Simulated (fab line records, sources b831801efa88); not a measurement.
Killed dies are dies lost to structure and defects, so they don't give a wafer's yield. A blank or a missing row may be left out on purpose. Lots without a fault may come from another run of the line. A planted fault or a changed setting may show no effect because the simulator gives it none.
A struck lot beside a sound one | flow sky130 | 15 steps out of a route of 708
Sound: wafers L140.4, L140.5, L140.6. Struck: wafers L131.1, L131.2, L131.5. The cause comes at the end.
At each step with rows: each side's tool, then ch and its chambers, then its first start. Under that, the readings that differ: sound wafers | struck wafers | difference of the means | sigmas: that difference in standard deviations of wafers without a fault.
alike: readings whose means differ by less than 2 such deviations, and words and numbers that are the same on both sides. not compared: withheld readings, readings that some wafer has no value for, bounds like >300 that may hide the same value, and numbers for which the record gives no deviation and whose values overlap.
The two part at a step that has a row with sigmas, a row that says differs or no value, or rows on one side only. Numbers that don't overlap but have no deviation are shown without sigmas and don't part them. A reading that every wafer of one side lacks parts them only if that side has two wafers or more.

first, 4 steps without rows for these wafers: SKY_VIA2_STRIP_17 (strips in post etch residue remover, time 1200 s); SKY_VIA2_CLEAN_18 (cleans in IPA, time 180 s); SKY_VIA2_CLEAN_19 (cleans in O3/DIW); SKY_VIA2_SPUTTER_20 (material TiN, target thk 20 nm, time 80 s).
SKY_VIA2_CVD_21: deposits W, target thk 420 nm, time 126.4 s.
  sound on cvd_w-02 ch 0,1, day 43 07:59; struck on cvd_w-02 ch 0,1, day 40 07:13
  alike: heater_power_w
SKY_VIA2_RS_MEAS_22: measures by four-point-probe.
  sound on film_metro-01, day 43 08:08; struck on film_metro-02, day 40 07:21
  alike: VIA2_W_RS
SKY_VIA2_THK_MEAS_23: measures by xrf.
  sound on film_metro-01, day 43 08:14; struck on film_metro-02, day 40 07:28
  alike: VIA2_W_THK
then, 1 step without rows for these wafers: SKY_VIA2_CMP_24 (polishes, stops on SiO2, t overpolish 20 s, target thk 0 nm).
SKY_METAL3_SPUTTER_00: material Ti, target thk 15 nm, time 10 s.
  sound on pvd_sputter-01, day 43 08:34; struck on pvd_sputter-01, day 40 07:50
  alike: chamber_pressure_pa, throttle_valve_pct
then, 1 step without rows for these wafers: SKY_METAL3_SPUTTER_01 (material TiN, target thk 20 nm, time 16.7 s).
SKY_METAL3_SPUTTER_02: material AlCu, target thk 735 nm, time 39.1 s.
  sound on pvd_sputter-01, day 43 08:37; struck on pvd_sputter-01, day 40 07:53
  alike: chamber_pressure_pa, throttle_valve_pct
SKY_METAL3_SPUTTER_03: material Ti, target thk 5 nm, time 3.3 s.
  sound on pvd_sputter-01, day 43 08:39; struck on pvd_sputter-01, day 40 07:55
  alike: chamber_pressure_pa, throttle_valve_pct
SKY_METAL3_SPUTTER_04: material TiN, target thk 70 nm, time 58.3 s.
  sound on pvd_sputter-01, day 43 08:40; struck on pvd_sputter-01, day 40 07:56
  reading                                    | sound                | struck               | difference | sigmas
  chamber_pressure_pa (Pa)                   | 0.4007 0.4003 0.4004 | 0.5116 0.5124 0.5122 | +0.1116    | +99 or more
  throttle_valve_pct (%)                     | 30.9 28.8 30.0       | 25.1 26.2 25.5       | -4.3       | -4
  model.TiN_of_METAL3_SPUTTER_04.thk_nm (nm) | 69.54 68.9 70.01     | 67.31 67.72 67.3     | -2.04      |
SKY_CAPM_CVD_00: deposits SiO2, target thk 15.5 nm.
  sound on pecvd-03 ch 0,2, day 43 08:43; struck on pecvd-03 ch 0,1,2, day 40 07:59
  alike: heater_power_w
then, 1 step without rows for these wafers: SKY_PAD_OPEN_PROBE_99.

WHERE THEY PART
Only at SKY_METAL3_SPUTTER_04, within this record. Later steps at which nothing parts them and some readings are alike: SKY_CAPM_CVD_00.

WHY: what the simulator had put in
Process parameter drift: pvd_sputter-01, from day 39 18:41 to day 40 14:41, at SKY_METAL3_SPUTTER_04. Setting chamber_pressure_pa, moved by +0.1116, from 0.4. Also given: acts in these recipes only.
